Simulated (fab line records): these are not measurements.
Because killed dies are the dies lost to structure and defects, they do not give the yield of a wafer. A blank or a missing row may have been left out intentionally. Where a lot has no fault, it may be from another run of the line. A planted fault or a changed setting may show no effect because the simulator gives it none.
Chamber matching ; flow sky130 ; rie-diel-04 running SKY_FIELD_ISO_ETCH_15: 4 sister chambers
The step etches the open film in CHF3/O2, stops on Si, target depth 180 nm, time 72 s. 14 wafers are shown with their chamber, then 7 later ones without.

## WAFERS PAIRED WITH THEIR CHAMBERS
wafer;chamber;O2_flow_sccm (sccm);throttle-valve-pct (%);oes-product-au (a.u.)
L298.3;3;4.984;8.842;0.957
L298.4;1;5.003;8.838;0.952
L298.5;0;4.999;8.839;0.960
L300.1;1;4.978;8.831;0.942
L300.3;2;5.000;8.841;0.953
L300.6;0;5.013;8.842;0.955
L307.1;1;5.013;8.849;0.949
L307.3;2;4.999;8.854;0.942
L307.6;3;5.003;8.839;0.953
L311.1;0;5.001;8.840;0.951
L311.4;1;5.026;8.842;0.952
L311.6;0;5.035;8.847;0.941
L313.2;0;5.015;8.841;0.941
L313.4;0;5.008;8.846;0.938

SIGNATURES, as means of the wafers listed above
reading;chamber 0;chamber 1;chamber 2;chamber 3;scatter within a chamber
O2_flow_sccm;5.01183;5.00500;4.99950;4.99350;0.015
throttle-valve-pct;8.84250;8.84000;8.84750;8.84050;0.00559
oes-product-au;0.94767;0.94875;0.94750;0.95500;0.00731
Rule: for a wafer and a chamber, the distance is found by dividing, reading by reading, the gap between the wafer's reading and the chamber's mean by the reading's scatter, squaring, summing and taking the root. The wafer belongs to the nearest chamber; if the next one is less than 2 further off, it can't be placed. The scatter: the root of (the sum of the squares of (reading less its chamber's mean) over the shown wafers, divided by (wafers less chambers)).

## WAFERS WITHOUT THEIR CHAMBER
wafer;O2_flow_sccm (sccm);throttle-valve-pct (%);oes-product-au (a.u.)
L313.6;4.985;8.837;0.956
L315.2;4.995;8.856;0.943
L315.3;5.005;8.829;0.936
L315.5;4.989;8.854;0.946
L317.1;4.994;8.843;0.950
L317.4;5.013;8.839;0.945
L317.5;4.991;8.846;0.942

## WHICH CHAMBER EACH WENT THROUGH
wafer;from the rows above;in truth
L313.6;can't be placed: 3 or 1 or 0 or 2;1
L315.2;can't be placed: 2 or 0 or 1 or 3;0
L315.3;can't be placed: 1 or 0 or 3 or 2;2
L315.5;can't be placed: 2 or 0 or 3 or 1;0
L317.1;can't be placed: 3 or 1 or 2 or 0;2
L317.4;can't be placed: 0 or 1 or 2 or 3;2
L317.5;can't be placed: 2 or 1 or 0 or 3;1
0 of 7 placed correctly. Not placeable from these rows: 7 (in 7, the candidates include the true chamber). Placed wrongly: 0.
